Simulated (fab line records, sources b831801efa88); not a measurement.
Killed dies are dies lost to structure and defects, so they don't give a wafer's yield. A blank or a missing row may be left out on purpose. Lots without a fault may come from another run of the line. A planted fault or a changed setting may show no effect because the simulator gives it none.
One fault seen from 2 desks | flow sky130 | each desk has only its own numbers; what lay behind them comes last

THE TOOL OWNER'S DESK: rie_diel-03
The tool's own readings at SKY_CONTACT_ETCH_18 (etches Si3N4 in CHF3/O2, stops on TiN, time 39 s, target depth 75 nm): means of the sampled wafers that have a number, for each lot that ran on this tool. A lot is out of limits, marked OUT, if its mean lies more than 4 standard deviations from the usual mean; the brackets give that distance.
Columns: A = bias_w at SKY_CONTACT_ETCH_18, usual 200.0 W; B = drypump_motor_current_A at SKY_CONTACT_ETCH_18, usual 5.6 A; C = oes_product_au at SKY_CONTACT_ETCH_18, usual 0.855 a.u.; D = throttle_valve_pct at SKY_CONTACT_ETCH_18, usual 8.793 %
lot  | first seen here | A               | B   | C     | D
L351 | day 31 13:00    | 200.1           | 5.4 | 0.860 | 8.799
L357 | day 33 21:00    | 235.6 (+64) OUT | 5.7 | 0.855 | 8.798
L360 | day 34 14:00    | 235.5 (+63) OUT | 5.4 | 0.843 | 8.786
L369 | day 37 06:00    | 199.5           | 5.1 | 0.866 | 8.802
This desk's finding: out of limits on L357, L360; first on L357, day 33 21:00 (bias_w at SKY_CONTACT_ETCH_18). In limits: L351, L369.

THE METROLOGY DESK
What the gauges read, lot by lot, whatever tool the lot ran on: means of the sampled wafers that have a number. A lot is out of limits, marked OUT, if its mean lies more than 4 standard deviations from the usual mean; the brackets give that distance.
Columns: A = cd_nm at SKY_CONTACT_CD_MEAS_14, usual 169.9 nm; B = CONTACT_OVL at SKY_CONTACT_OVL_MEAS_15, usual 1 nm
lot  | first seen here | A     | B
L351 | day 31 12:52    | 171.8 | 0
L357 | day 33 21:31    | 171.8 | 5
L360 | day 34 13:46    | 169.7 | -1
L363 | day 35 11:46    | 171.4 | 3
L368 | day 37 03:20    | 171.5 | -6
L369 | day 37 06:16    | 169.6 | -5
This desk's finding: nothing out of limits on any of the 6 lots.

PUT TOGETHER
The tool owner's desk could have raised an alarm at day 33 21:00, on L357, L360.
The metrology desk saw nothing out of limits.
The metrology desk has L357, L360 on record, within its limits.
Of the lots named, all ran SKY_CONTACT_ETCH_18 on rie_diel-03.

WHAT THE SIMULATOR HAD PUT IN
Process parameter drift: rie_diel-03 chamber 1, from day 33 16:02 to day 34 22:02, at SKY_CONTACT_ETCH_18. Setting bias_w, moved by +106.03, from 200. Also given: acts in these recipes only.
Lots struck among those shown: L357, L360.
Hours from the fault's start to each desk's first reading out of limits: the tool owner's desk, 5.
